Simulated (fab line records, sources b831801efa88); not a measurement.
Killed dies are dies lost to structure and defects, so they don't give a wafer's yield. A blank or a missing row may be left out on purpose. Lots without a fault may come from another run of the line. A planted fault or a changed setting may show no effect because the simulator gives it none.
Which tool did it? | flow gf180mcu | 12 lots, 36 wafers sampled, at 5 steps of a route of 602

WHAT THE GAUGES READ, wafer by wafer
GF_CONTACT_CD_MEAS_14: target cd 220 nm. Usual: cd_nm 219.8 nm, standard deviation 1.5.
lot  | measured     | on        | cd_nm (nm)        | flag
L476 | day 16 06:37 | cd_sem-02 | 217.6 216.6 216.5 |
L480 | day 17 20:38 | cd_sem-01 | 222.8 222.3 222.2 |
L482 | day 18 22:54 | cd_sem-02 | 220.4 221.9 221.9 |
L483 | day 19 05:44 | cd_sem-02 | 219.8 219.7 219.0 |
L491 | day 21 20:54 | cd_sem-02 | 221.0 220.1 221.2 |
L493 | day 22 10:51 | cd_sem-02 | 219.0 219.6 220.1 |
L494 | day 22 20:23 | cd_sem-02 | 217.6 219.6 218.5 |
L495 | day 23 07:37 | cd_sem-01 | 219.3 219.4 219.4 |
L496 | day 23 11:10 | cd_sem-01 | 218.9 219.6 219.0 |
L497 | day 23 17:32 | cd_sem-02 | 222.4 220.9 220.7 |
L498 | day 24 02:08 | cd_sem-01 | 219.7 219.8 219.5 |
L499 | day 24 09:08 | cd_sem-02 | 221.1 221.3 219.5 |

GF_M1_RS_MEAS_05: measures by four-point-probe. Usual: M1_ALCU_RS 0.0694 ohm/sq, standard deviation 0.00076.
lot  | measured     | on            | M1_ALCU_RS (ohm/sq)  | flag
L476 | day 16 08:08 | film_metro-01 | 0.0695 0.0698 0.0696 |
L480 | day 17 22:26 | film_metro-02 | 0.0695 0.0702 0.0701 |
L482 | day 19 00:25 | film_metro-02 | 0.0620 0.0627 0.0617 | OFF
L483 | day 19 07:16 | film_metro-01 | 0.0626 0.0620 0.0628 | OFF
L491 | day 21 22:25 | film_metro-02 | 0.0692 0.0682 0.0689 |
L493 | day 22 12:22 | film_metro-04 | 0.0692 0.0698 0.0701 |
L494 | day 22 21:59 | film_metro-02 | 0.0698 0.0702 0.0711 |
L495 | day 23 09:09 | film_metro-04 | 0.0684 0.0680 0.0691 |
L496 | day 23 12:41 | film_metro-02 | 0.0703 0.0694 0.0693 |
L497 | day 23 19:02 | film_metro-02 | 0.0703 0.0692 0.0707 |
L498 | day 24 03:53 | film_metro-02 | 0.0697 0.0687 0.0690 |
L499 | day 24 10:39 | film_metro-02 | 0.0695 0.0689 0.0694 |

GF_M1_THK_MEAS_06: measures by xrf. Usual: M1_ALCU_THK 455 nm, standard deviation 5.2.
lot  | measured     | on            | M1_ALCU_THK (nm) | flag
L476 | day 16 08:16 | film_metro-01 | 456 452 455      |
L480 | day 17 22:34 | film_metro-02 | 459 452 451      |
L482 | day 19 00:31 | film_metro-02 | 507 503 512      | OFF
L483 | day 19 07:23 | film_metro-01 | 503 509 499      | OFF
L491 | day 21 22:31 | film_metro-02 | 458 465 460      |
L493 | day 22 12:29 | film_metro-04 | 457 452 449      |
L494 | day 22 22:07 | film_metro-02 | 454 449 447      |
L495 | day 23 09:14 | film_metro-04 | 466 465 459      |
L496 | day 23 12:49 | film_metro-02 | 446 453 452      |
L497 | day 23 19:08 | film_metro-02 | 450 453 443      |
L498 | day 24 03:59 | film_metro-02 | 448 455 453      |
L499 | day 24 10:46 | film_metro-02 | 452 458 453      |

WHICH TOOL RAN EACH LOT (tool, then ch and the chambers of the sampled wafers, then the start)
lot  | GF_M1_SPUTTER_00             | GF_M1_SPUTTER_02
L476 | pvd_sputter-03, day 16 07:55 | pvd_sputter-03, day 16 08:03
L480 | pvd_sputter-01, day 17 22:13 | pvd_sputter-01, day 17 22:21
L482 | pvd_sputter-01, day 19 00:10 | pvd_sputter-01, day 19 00:17
L483 | pvd_sputter-01, day 19 07:02 | pvd_sputter-01, day 19 07:10
L491 | pvd_sputter-01, day 21 22:10 | pvd_sputter-01, day 21 22:17
L493 | pvd_sputter-04, day 22 12:08 | pvd_sputter-04, day 22 12:16
L494 | pvd_sputter-01, day 22 21:46 | pvd_sputter-01, day 22 21:54
L495 | pvd_sputter-01, day 23 08:52 | pvd_sputter-01, day 23 09:00
L496 | pvd_sputter-03, day 23 12:28 | pvd_sputter-03, day 23 12:35
L497 | pvd_sputter-04, day 23 18:46 | pvd_sputter-04, day 23 18:53
L498 | pvd_sputter-04, day 24 03:40 | pvd_sputter-04, day 24 03:45
L499 | pvd_sputter-01, day 24 10:25 | pvd_sputter-01, day 24 10:32
- GF_M1_SPUTTER_00: material Ti, target thk 37.5 nm, time 150 s.
- GF_M1_SPUTTER_02: material AlCu, target thk 450 nm, time 23.9 s.

WHAT THE TOOLS THEMSELVES READ (means of the sampled wafers that have a number; where no wafer has one, the mark that the record gives instead)
GF_M1_SPUTTER_00. Usual: throttle_valve_pct 30.1 %, standard deviation 1.1.
lot  | tool           | throttle_valve_pct (%) | flag
L476 | pvd_sputter-03 | 31.0                   |
L480 | pvd_sputter-01 | 29.8                   |
L482 | pvd_sputter-01 | 30.7                   |
L483 | pvd_sputter-01 | 30.0                   |
L491 | pvd_sputter-01 | 30.2                   |
L493 | pvd_sputter-04 | 29.2                   |
L494 | pvd_sputter-01 | 29.1                   |
L495 | pvd_sputter-01 | 30.0                   |
L496 | pvd_sputter-03 | 31.3                   |
L497 | pvd_sputter-04 | 29.2                   |
L498 | pvd_sputter-04 | 29.6                   |
L499 | pvd_sputter-01 | 29.9                   |

GF_M1_SPUTTER_02. Usual: throttle_valve_pct 30.1 %, standard deviation 1.1.
lot  | tool           | throttle_valve_pct (%) | flag
L476 | pvd_sputter-03 | 30.9                   |
L480 | pvd_sputter-01 | 29.8                   |
L482 | pvd_sputter-01 | 30.8                   |
L483 | pvd_sputter-01 | 29.8                   |
L491 | pvd_sputter-01 | 30.0                   |
L493 | pvd_sputter-04 | 29.2                   |
L494 | pvd_sputter-01 | 29.1                   |
L495 | pvd_sputter-01 | 30.1                   |
L496 | pvd_sputter-03 | 31.3                   |
L497 | pvd_sputter-04 | 29.1                   |
L498 | pvd_sputter-04 | 29.6                   |
L499 | pvd_sputter-01 | 29.9                   |

THE ANSWER, worked out from the rows above alone
Rule: a lot is off if the mean of its wafers that have a number lies more than 3 standard deviations from the usual mean. A lot without any number at a reading at which 4 lots or more have one is off too. The other lots that the step has rows for count as sound. The gauges are gone through in route order, then the tools' own readings, and for those a lot's mean is taken as printed above. The first step at which some lot is off is used, and at that step the reading that is off furthest; a lot without a number counts as furthest.
Off: L482, L483, at GF_M1_RS_MEAS_05 (M1_ALCU_RS).
A tool fits if, at a process step before that reading, it ran every lot that is off, and no sound lot after the first of them. The gauges at GF_M1_RS_MEAS_05 are tried like those tools. None of those tried fits.

WHAT THE SIMULATOR HAD PUT IN
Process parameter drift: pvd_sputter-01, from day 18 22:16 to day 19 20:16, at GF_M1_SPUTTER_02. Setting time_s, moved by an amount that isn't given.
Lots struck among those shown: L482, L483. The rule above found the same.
